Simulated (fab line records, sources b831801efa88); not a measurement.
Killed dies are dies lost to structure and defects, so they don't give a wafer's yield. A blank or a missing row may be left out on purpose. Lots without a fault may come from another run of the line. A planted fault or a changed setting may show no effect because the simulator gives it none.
fab line records | flow sky130 | part 1 of 2: steps 1 to 26 of 37
record lots=5 wafers=15 last_day=50
route steps=708 shown VIA2@522 METAL3@532 CAPM@537
lots that met no fault: from a run of the same line without faults
start_h: hours from the record's first day to the start of the lot's first wafer shown | wait_h: hours since the lot's step before | " the same as in the row above | L1.1+2: a row that stands for several wafers | - no value, or no start given | * or withheld: withheld | < > ~ a bound
route shown NAME@n: a module of which the file shows steps, and the number in the route of the first | usual: mean/standard deviation of fault-free wafers | same: alike in all rows | chamber/n: place in a boat | sites: the reading at each site | _std_site: their standard deviation | _edge_site: outer sites' mean less inner sites' | radius_mm: how far each site lies from the wafer's centre | mask NAME#n: copy n | behind: the tool/chamber that last shaped the wafer | hold: why the lot was held/for how many hours/how that ended | device: the transistor (n, p or np) that didn't switch | end of line: the same wafers' tests at the end of the route | a step without rows: its recipe alone | killed: dies lost to structure and defects at the first sort, not the wafer's yield | map: a wafer's dies, x killed, . not, _ none there
set.NAME: the setting as run; set.NAME@STEP: as run at that earlier step | model.NAME: the simulator's own value behind a step, which no gauge read
lots at some steps of the route; a table a step, a row a wafer
services: from which hour (start_h, from the record's first day; less than 0 if before it) a tool's chamber was out of use, for how many hours, and why
## steps
# step SKY_VIA2_ETCH_15
# recipe target=SiO2 chemistry=C4F8/O2/Ar target_depth_nm=546 stop_on=TiN mask_material=KrF-thick source_w=1500 bias_w=1200 pressure_mtorr=40 c4f8_flow_sccm=withheld O2_flow_sccm=6 Ar_flow_sccm=300 time_s=84
# usual oes_product_au=0.939/0.0048
# columns lot.wafer tool chamber start_h wait_h oes_product_au rf_hours_counter_h
L078.1 rie_diel-04 0 882.46 0.0 0.933 4
L078.3 " 2 " " 0.945 17
L078.4 " 3 " " 0.939 7
L079.1 rie_diel-02 1 889.31 0.0 0.937 21
L079.3 " 2 " " 0.940 26
L079.4 " 3 " " 0.941 -
L083.2 rie_diel-04 1 927.91 0.0 0.945 10
L083.4 " 2 " " 0.936 18
L083.6 " 1 " " 0.942 -
L086.2 rie_diel-04 1 950.62 0.0 0.940 11
L086.3 " 2 " " 0.941 18
L086.6 " 3 " " 0.946 -
L093.1 rie_diel-01 3 998.53 0.0 0.940 18
L093.3 " 1 " " 0.949 11
L093.5 " 0 " " 0.939 -
# step SKY_VIA2_STRIP_16
# recipe chemistry=O2/N2 power_w=1400 pressure_mtorr=1500 platen_temp_c=withheld o2_flow_sccm=3000 n2_flow_sccm=300 overash_fraction=0.5
# usual drypump_motor_current_A=5.19/0.17 n2_flow_sccm=300.1/0.89 oes_product_au=0.398/0.0041 strip_time_to_endpoint_s=4.043/0.028
# columns lot.wafer tool chamber start_h wait_h drypump_motor_current_A n2_flow_sccm oes_product_au rf_hours_counter_h strip_time_to_endpoint_s
L078.1 plasma_asher-02 0 882.52 0.0 5.06 299.0 0.398 104 4.029
L078.3 " 0 " " 5.05 298.6 0.396 - 4.005
L078.4 " 1 " " 5.41 298.9 0.397 - 4.071
L079.1 plasma_asher-04 1 889.37 0.0 5.19 300.4 0.394 15 3.994
L079.3 " 1 " " 5.19 298.8 0.398 - 4.064
L079.4 " 0 " " 4.92 299.4 0.403 - 4.048
L083.2 plasma_asher-02 1 927.97 0.0 5.39 301.0 0.392 109 4.050
L083.4 " 0 " " 5.07 299.8 0.400 - 4.051
L083.6 " 0 " " 5.05 298.8 0.398 - 4.043
L086.2 plasma_asher-02 0 950.68 0.0 5.10 298.3 0.398 111 4.038
L086.3 " 0 " " 5.09 299.5 0.402 - 4.034
L086.6 " 0 " " 5.12 300.0 0.400 - 4.055
L093.1 plasma_asher-02 0 998.59 0.0 5.10 301.3 0.406 116 4.110
L093.3 " 0 " " 5.07 300.4 0.399 - 4.093
L093.5 " 1 " " 5.40 301.2 0.399 - 4.075
# step SKY_VIA2_STRIP_17
# recipe chemistry=post_etch_residue_remover time_s=1200 temp_c=72.5
# usual bath_heat_duty_pct=15.3/1.9
# columns lot.wafer tool chamber start_h wait_h bath_heat_duty_pct
L078.1 wet_bench-01 3 882.62 0.1 17.6
L078.3 " 3 " " 16.6
L078.4 " 3 " " 16.1
L079.1 wet_bench-02 1 889.47 0.1 13.5
L079.3 " 1 " " 14.1
L079.4 " 1 " " 14.4
L083.2 wet_bench-04 1 928.07 0.1 17.6
L083.4 " 1 " " 16.5
L083.6 " 1 " " 17.6
L086.2 wet_bench-01 3 950.78 0.1 15.3
L086.3 " 3 " " 16.6
L086.6 " 3 " " 15.6
L093.1 wet_bench-01 3 998.69 0.1 15.3
L093.3 " 3 " " 16.5
L093.5 " 3 " " 16.7
# step SKY_VIA2_CLEAN_18
# recipe chemistry=IPA time_s=180 temp_c=25
# usual bath_heat_duty_pct=6.7/0.7
# columns lot.wafer tool chamber start_h wait_h bath_heat_duty_pct
L078.1 wet_bench-02 0 882.96 0.0 5.7
L078.3 " 0 " " 6.8
L078.4 " 0 " " 6.0
L079.1 wet_bench-04 1 889.81 0.0 7.9
L079.3 " 1 " " 7.8
L079.4 " 1 " " 7.7
L083.2 wet_bench-04 3 928.41 0.0 6.8
L083.4 " 3 " " 6.0
L083.6 " 3 " " 6.3
L086.2 wet_bench-04 0 951.12 0.0 6.7
L086.3 " 0 " " 6.7
L086.6 " 0 " " 7.5
L093.1 wet_bench-04 0 999.03 0.0 6.9
L093.3 " 0 " " 6.1
L093.5 " 0 " " 7.3
# step SKY_VIA2_CLEAN_19
# recipe chemistry=O3/DIW dry=n2_spin
# columns lot.wafer tool chamber start_h wait_h
L078.1+3+4 wet_bench-01 0 883.03 0.0
L079.1+3+4 wet_bench-01 1 889.88 0.0
L083.2+4+6 wet_bench-01 0 928.47 0.0
L086.2+3+6 wet_bench-02 0 951.19 0.0
L093.1+3+5 wet_bench-01 0 999.09 0.0
# step SKY_VIA2_SPUTTER_20
# recipe material=TiN target_thk_nm=20 chamber_pressure_pa=5 power_w=4000 time_s=80
# usual cathode_dc_power_W=4000.0/0.72 throttle_valve_pct=29.7/1.1
# columns lot.wafer tool chamber start_h wait_h cathode_dc_power_W throttle_valve_pct
L078.1 pvd_sputter-02 - 883.12 0.0 4000.1 30.3
L078.3 " - " " 3999.4 30.0
L078.4 " - " " 4000.0 28.1
L079.1 pvd_sputter-03 - 889.97 0.0 4000.3 30.4
L079.3 " - " " 4000.1 30.3
L079.4 " - " " 4000.2 30.9
L083.2 pvd_sputter-03 - 928.57 0.0 3999.9 29.9
L083.4 " - " " 3999.6 30.2
L083.6 " - " " 4001.0 30.5
L086.2 pvd_sputter-02 - 951.28 0.0 3999.2 27.0
L086.3 " - " " 4000.5 29.8
L086.6 " - " " 4001.5 28.1
L093.1 pvd_sputter-01 - 999.18 0.0 4000.9 31.0
L093.3 " - " " 4000.4 30.4
L093.5 " - " " 4000.2 30.7
# step SKY_VIA2_CVD_21
# recipe material=W target_thk_nm=420 time_s=126.4 temp_c=400 pressure_torr=40
# usual heater_power_w=834/95
# columns lot.wafer tool chamber start_h wait_h heater_power_w
L078.1 cvd_w-02 0 883.18 0.0 894
L078.3 " 0 " " 888
L078.4 " 1 " " 744
L079.1 cvd_w-02 1 890.03 0.0 736
L079.3 " 1 " " 737
L079.4 " 0 " " 871
L083.2 cvd_w-02 0 928.63 0.0 925
L083.4 " 0 " " 915
L083.6 " 0 " " 887
L086.2 cvd_w-02 1 951.34 0.0 721
L086.3 " 0 " " 912
L086.6 " 1 " " 718
L093.1 cvd_w-02 0 999.25 0.0 892
L093.3 " 0 " " 930
L093.5 " 1 " " 747
# step SKY_VIA2_RS_MEAS_22
# recipe thk_meas_gauge=four-point-probe reads=W_of_VIA2_CVD_21+TiN_of_VIA2_SPUTTER_20
# usual VIA2_W_RS=0.271/0.0042
# columns lot.wafer tool chamber start_h wait_h VIA2_W_RS[ohm/sq]
L078.1 film_metro-01 - 883.31 0.1 0.274
L078.3 " - " " 0.271
L078.4 " - " " 0.261
L079.1 film_metro-04 - 890.16 0.1 0.267
L079.3 " - " " 0.268
L079.4 " - " " 0.275
L083.2 film_metro-01 - 928.78 0.1 0.270
L083.4 " - " " 0.269
L083.6 " - " " 0.269
L086.2 film_metro-01 - 951.49 0.1 0.262
L086.3 " - " " 0.270
L086.6 " - " " 0.260
L093.1 film_metro-01 - 999.38 0.1 0.276
L093.3 " - " " 0.277
L093.5 " - " " 0.265
# step SKY_VIA2_THK_MEAS_23
# recipe thk_meas_gauge=xrf reads=W_of_VIA2_CVD_21
# usual VIA2_W_THK=426/7.5
# columns lot.wafer tool chamber start_h wait_h VIA2_W_THK[nm]
L078.1 film_metro-01 - 883.43 0.1 416
L078.3 " - " " 418
L078.4 " - " " 434
L079.1 film_metro-04 - 890.28 0.1 433
L079.3 " - " " 431
L079.4 " - " " 421
L083.2 film_metro-01 - 928.89 0.1 429
L083.4 " - " " 430
L083.6 " - " " 429
L086.2 film_metro-01 - 951.60 0.1 441
L086.3 " - " " 426
L086.6 " - " " 446
L093.1 film_metro-01 - 999.50 0.1 415
L093.3 " - " " 416
L093.5 " - " " 432
# step SKY_VIA2_CMP_24
# recipe stop_on=SiO2 t_overpolish_s=20 down_force_psi=3.5 platen_rpm=60 target_thk_nm=0 pad_velocity_m_s=0.94248
# usual motor_current_A=10.8/1.5 overpolish_run_s=20.000/0.0096 platen_rpm=60.00/0.037 time_to_endpoint_s=102/3.7
# columns lot.wafer tool chamber start_h wait_h motor_current_A overpolish_run_s platen_rpm time_to_endpoint_s
L078.1 cmp-02 2 883.49 0.1 10.2 19.994 59.99 97
L078.3 " 3 " " 10.1 19.990 60.01 100
L078.4 " 1 " " 8.7 20.007 60.05 105
L079.4 cmp-01 1 890.39 0.1 10.7 20.000 60.08 104
L079.1 " 2 " " 9.7 19.995 59.94 110
L079.3 " 3 " " 14.9 20.008 60.04 103
L083.4 cmp-02 3 928.99 0.1 10.2 20.005 59.93 99
L083.2 " 1 " " 8.0 20.002 60.01 104
L083.6 " 2 " " 10.0 20.004 60.02 102
L086.3 cmp-02 1 951.70 0.1 8.9 20.000 59.98 101
L086.2 " 3 " " 10.2 19.998 59.94 101
L086.6 " 1 " " 9.1 20.006 59.96 107
L093.1 cmp-01 1 999.56 0.1 10.9 19.980 59.97 102
L093.3 " 3 " " 14.0 20.007 60.00 99
L093.5 " 2 " " 10.9 19.981 60.03 106
# step SKY_METAL3_SPUTTER_00
# recipe material=Ti target_thk_nm=15 power_w=3000 time_s=10 chamber_pressure_pa=0.4
# usual cathode_dc_power_W=3000.0/0.55 throttle_valve_pct=30.0/0.67
# columns lot.wafer tool chamber start_h wait_h cathode_dc_power_W throttle_valve_pct
L078.1 pvd_sputter-01 - 883.79 0.2 3001.2 29.9
L078.3 " - " " 2999.3 30.9
L078.4 " - " " 2999.1 30.3
L079.1 pvd_sputter-01 - 890.64 0.1 2999.2 29.8
L079.3 " - " " 2999.7 30.9
L079.4 " - " " 3000.8 30.1
L083.2 pvd_sputter-01 - 929.24 0.1 3001.0 31.2
L083.4 " - " " 3000.0 29.5
L083.6 " - " " 2999.5 29.6
L086.2 pvd_sputter-04 - 951.95 0.1 3001.2 29.4
L086.3 " - " " 3000.9 30.9
L086.6 " - " " 3000.0 30.6
L093.1 pvd_sputter-03 - 999.86 0.2 3000.1 30.6
L093.3 " - " " 2999.9 30.2
L093.5 " - " " 2999.9 30.1
# step SKY_METAL3_SPUTTER_01
# recipe material=TiN target_thk_nm=20 power_w=6500 time_s=16.7 chamber_pressure_pa=0.4
# usual cathode_dc_power_W=6499.9/1.1 throttle_valve_pct=30.0/0.7
# columns lot.wafer tool chamber start_h wait_h cathode_dc_power_W throttle_valve_pct
L078.1 pvd_sputter-01 - 883.81 0.0 6501.5 29.8
L078.3 " - " " 6499.6 31.3
L078.4 " - " " 6499.3 30.5
L079.1 pvd_sputter-01 - 890.66 0.0 6499.2 29.4
L079.3 " - " " 6498.9 31.0
L079.4 " - " " 6498.8 29.8
L083.2 pvd_sputter-01 - 929.27 0.0 6499.2 31.3
L083.4 " - " " 6501.5 29.6
L083.6 " - " " 6500.0 29.8
L086.2 pvd_sputter-04 - 951.97 0.0 6500.5 29.6
L086.3 " - " " 6500.3 30.8
L086.6 " - " " 6499.6 30.5
L093.1 pvd_sputter-03 - 999.88 0.0 6502.4 30.5
L093.3 " - " " 6499.3 30.3
L093.5 " - " " 6502.1 30.1
# step SKY_METAL3_SPUTTER_02
# recipe material=AlCu target_thk_nm=735 power_w=10600 time_s=39.1 chamber_pressure_pa=0.4
# usual cathode_dc_power_W=10600/2 throttle_valve_pct=30.0/0.65
# columns lot.wafer tool chamber start_h wait_h cathode_dc_power_W throttle_valve_pct
L078.1 pvd_sputter-01 - 883.84 0.0 10603 29.9
L078.3 " - " " 10600 30.9
L078.4 " - " " 10600 30.4
L079.1 pvd_sputter-01 - 890.69 0.0 10600 29.5
L079.3 " - " " 10603 30.9
L079.4 " - " " 10601 30.0
L083.2 pvd_sputter-01 - 929.29 0.0 10603 30.9
L083.4 " - " " 10601 29.8
L083.6 " - " " 10599 29.5
L086.2 pvd_sputter-04 - 952.00 0.0 10602 29.3
L086.3 " - " " 10600 30.6
L086.6 " - " " 10599 30.5
L093.1 pvd_sputter-03 - 999.90 0.0 10602 31.0
L093.3 " - " " 10597 30.4
L093.5 " - " " 10599 29.8
# step SKY_METAL3_SPUTTER_03
# recipe material=Ti target_thk_nm=5 power_w=3000 time_s=3.3 chamber_pressure_pa=0.4
# usual cathode_dc_power_W=3000.0/0.61 throttle_valve_pct=30.0/0.67
# columns lot.wafer tool chamber start_h wait_h cathode_dc_power_W throttle_valve_pct
L078.1 pvd_sputter-01 - 883.88 0.0 3000.9 30.1
L078.3 " - " " 3000.0 30.8
L078.4 " - " " 2999.5 30.6
L079.1 pvd_sputter-01 - 890.73 0.0 2999.5 29.4
L079.3 " - " " 2999.7 30.9
L079.4 " - " " 3000.4 30.1
L083.2 pvd_sputter-01 - 929.33 0.0 2999.5 30.9
L083.4 " - " " 2999.3 29.5
L083.6 " - " " 3000.8 29.3
L086.2 pvd_sputter-04 - 952.04 0.0 3000.2 29.4
L086.3 " - " " 3000.1 30.5
L086.6 " - " " 3000.2 30.7
L093.1 pvd_sputter-03 - 999.94 0.0 2999.9 30.8
L093.3 " - " " 2999.6 30.4
L093.5 " - " " 2999.4 29.7
# step SKY_METAL3_SPUTTER_04
# recipe material=TiN target_thk_nm=70 power_w=6500 time_s=58.3 chamber_pressure_pa=0.4
# usual cathode_dc_power_W=6499.9/1.2 throttle_valve_pct=30.0/0.68
# columns lot.wafer tool chamber start_h wait_h cathode_dc_power_W throttle_valve_pct
L078.1 pvd_sputter-01 - 883.89 0.0 6499.1 29.9
L078.3 " - " " 6499.6 31.1
L078.4 " - " " 6499.1 30.4
L079.1 pvd_sputter-01 - 890.74 0.0 6498.9 29.2
L079.3 " - " " 6497.8 30.9
L079.4 " - " " 6499.3 29.6
L083.2 pvd_sputter-01 - 929.35 0.0 6499.8 31.1
L083.4 " - " " 6499.2 29.7
L083.6 " - " " 6500.3 29.5
L086.2 pvd_sputter-04 - 952.05 0.0 6502.8 29.4
L086.3 " - " " 6499.5 30.6
L086.6 " - " " 6499.8 30.7
L093.1 pvd_sputter-03 - 999.96 0.0 6498.7 30.8
L093.3 " - " " 6500.1 30.2
L093.5 " - " " 6499.4 30.0
# step SKY_CAPM_CVD_00
# recipe material=SiO2 target_thk_nm=15.5 temp_c=400 time_s=withheld rf_w=450
# usual heater_power_w=695/97
# columns lot.wafer tool chamber start_h wait_h heater_power_w
L078.1 pecvd-01 1 883.94 0.0 692
L078.3 " 0 " " 892
L078.4 " 0 " " 860
L079.1 pecvd-04 0 890.79 0.0 673
L079.3 " 1 " " 776
L079.4 " 1 " " 767
L083.2 pecvd-01 2 929.40 0.0 529
L083.4 " 2 " " 516
L083.6 " 1 " " 696
L086.2 pecvd-01 2 952.10 0.0 540
L086.3 " 0 " " 918
L086.6 " 2 " " 538
L093.1 pecvd-01 2 1000.01 0.0 551
L093.3 " 2 " " 561
L093.5 " 1 " " 601
# step SKY_CAPM_THK_MEAS_01
# recipe reads=SiO2_of_CAPM_CVD_00
# usual CAPM_CVD_00_THK=15.59/0.24
# columns lot.wafer tool chamber start_h wait_h CAPM_CVD_00_THK[nm]
L078.1 film_metro-01 - 883.96 - 15.88
L078.3 " - " " 15.56
L078.4 " - " " 15.93
L079.1 film_metro-04 - 890.81 - 15.77
L079.3 " - " " 15.46
L079.4 " - " " 15.87
L083.2 film_metro-03 - 929.43 - 15.61
L083.4 " - " " 15.93
L083.6 " - " " 15.92
L086.2 film_metro-01 - 952.14 - 15.68
L086.3 " - " " 15.36
L086.6 " - " " 15.87
L093.1 film_metro-04 - 1000.04 - 15.32
L093.3 " - " " 15.69
L093.5 " - " " 15.88
# step SKY_CAPM_SPUTTER_02
# recipe material=TiN target_thk_nm=200 temp_c=300 power_w=6500 time_s=166.7 chamber_pressure_pa=0.4
# usual cathode_dc_power_W=6499.9/1.1 substrate_temp_c=300.01/0.17 throttle_valve_pct=29.5/1.2
# columns lot.wafer tool chamber start_h wait_h cathode_dc_power_W substrate_temp_c throttle_valve_pct
L078.1 pvd_sputter-04 - 884.02 0.1 6498.6 300.06 30.7
L078.3 " - " " 6500.0 299.92 28.8
L078.4 " - " " 6499.8 299.93 29.1
L079.1 pvd_sputter-04 - 890.87 0.1 6500.3 300.20 29.5
L079.3 " - " " 6499.4 300.12 28.9
L079.4 " - " " 6499.2 299.87 29.6
L083.2 pvd_sputter-03 - 929.48 0.0 6498.8 299.73 30.8
L083.4 " - " " 6499.6 299.94 30.0
L083.6 " - " " 6500.8 300.05 30.2
L086.2 pvd_sputter-03 - 952.19 0.0 6500.4 299.83 30.5
L086.3 " - " " 6499.9 299.96 30.1
L086.6 " - " " 6500.1 300.15 30.6
L093.1 pvd_sputter-02 - 1000.10 0.1 6499.2 300.25 28.6
L093.3 " - " " 6498.9 300.12 30.3
L093.5 " - " " 6498.3 300.20 28.4
# step SKY_CAPM_RS_MEAS_03
# recipe thk_meas_gauge=four-point-probe reads=TiN_of_CAPM_SPUTTER_02
# usual CAPM_TIN_RS=6.86/0.071
# columns lot.wafer tool chamber start_h wait_h CAPM_TIN_RS[ohm/sq]
L078.1 film_metro-01 - 884.13 0.1 6.93
L078.3 " - " " 6.85
L078.4 " - " " 7.01
L079.1 film_metro-04 - 890.98 0.1 6.77
L079.3 " - " " 6.73
L079.4 " - " " 6.77
L083.2 film_metro-04 - 929.61 0.1 7.02
L083.4 " - " " 6.88
L083.6 " - " " 6.88
L086.2 film_metro-03 - 952.31 0.1 6.87
L086.3 " - " " 6.86
L086.6 " - " " 6.95
L093.1 film_metro-01 - 1000.21 0.1 6.80
L093.3 " - " " 6.77
L093.5 " - " " 6.86
# step SKY_CAPM_THK_MEAS_04
# recipe thk_meas_gauge=xrf reads=TiN_of_CAPM_SPUTTER_02
# usual CAPM_TIN_THK=202.5/2.1
# columns lot.wafer tool chamber start_h wait_h CAPM_TIN_THK[nm]
L078.1 film_metro-01 - 884.25 0.1 200.5
L078.3 " - " " 202.6
L078.4 " - " " 198.2
L079.1 film_metro-04 - 891.10 0.1 204.2
L079.3 " - " " 206.1
L079.4 " - " " 205.1
L083.2 film_metro-04 - 929.72 0.1 197.5
L083.4 " - " " 202.3
L083.6 " - " " 201.5
L086.2 film_metro-03 - 952.42 0.1 202.7
L086.3 " - " " 201.2
L086.6 " - " " 200.2
L093.1 film_metro-01 - 1000.33 0.1 204.4
L093.3 " - " " 205.8
L093.5 " - " " 202.5
# step SKY_CAPM_DEHYDRATE_05
# recipe temp_c=200 time_s=60
# columns lot.wafer tool chamber start_h wait_h
L078.1+3+4 litho_track-04 0 896.67 12.4
L079.1+3+4 litho_track-03 0 903.56 12.4
L083.2+4+6 litho_track-03 0 940.94 11.2
L086.2+3+6 litho_track-03 0 963.94 11.5
L093.1+3+5 litho_track-04 0 1012.32 12.0
# step SKY_CAPM_HMDS_06
# recipe prime_time_s=60 prime_temp_c=120
# columns lot.wafer tool chamber start_h wait_h
L078.1+3+4 litho_track-04 0 896.82 0.1
L079.1+3+4 litho_track-03 0 903.71 0.1
L083.2+4+6 litho_track-03 0 941.09 0.1
L086.2+3+6 litho_track-03 0 964.09 0.1
L093.1+3+5 litho_track-04 0 1012.47 0.1
# step SKY_CAPM_COAT_07
# recipe resist=NOVOLAK spin_rpm=3000 resist_thk_nm=1140
# columns lot.wafer tool chamber start_h wait_h
L078.1+3+4 litho_track-04 0 896.97 0.1
L079.1+3+4 litho_track-03 0 903.86 0.1
L083.2+4+6 litho_track-03 0 941.24 0.1
L086.2+3+6 litho_track-03 0 964.24 0.1
L093.1+3+5 litho_track-04 0 1012.62 0.1
# step SKY_CAPM_SOFTBAKE_08
# recipe temp_c=90 time_s=60 resist=NOVOLAK
# columns lot.wafer tool chamber start_h wait_h
L078.1+3+4 litho_track-04 0 897.12 0.1
L079.1+3+4 litho_track-03 0 904.01 0.1
L083.2+4+6 litho_track-03 0 941.39 0.1
L086.2+3+6 litho_track-03 0 964.39 0.1
L093.1+3+5 litho_track-04 0 1012.77 0.1
# step SKY_CAPM_EXPOSE_09
# recipe mask_id=CAPM na=0.6 source_shape=conventional sigma_outer=0.6 polarization=unpolarized target_cd_nm=1000 dose_mj=159
# same sigma_outer=0.6
# columns lot.wafer tool chamber start_h wait_h mask
L078.1+3+4 iline_stepper-02 0 - - CAPM#0
L079.1+3+4 iline_stepper-02 0 - - CAPM#0
L083.2+4+6 iline_stepper-01 0 - - CAPM#0
L086.2+3+6 iline_stepper-02 0 - - CAPM#0
L093.1+3+5 iline_stepper-01 0 - - CAPM#0
# step SKY_CAPM_PEB_10
# recipe temp_c=withheld time_s=* resist=NOVOLAK
# columns lot.wafer tool chamber start_h wait_h
L078.1+3+4 litho_track-02 0 - -
L079.1+3+4 litho_track-04 0 - -
L083.2+4+6 litho_track-03 0 - -
L086.2+3+6 litho_track-04 0 - -
L093.1+3+5 litho_track-04 0 - -
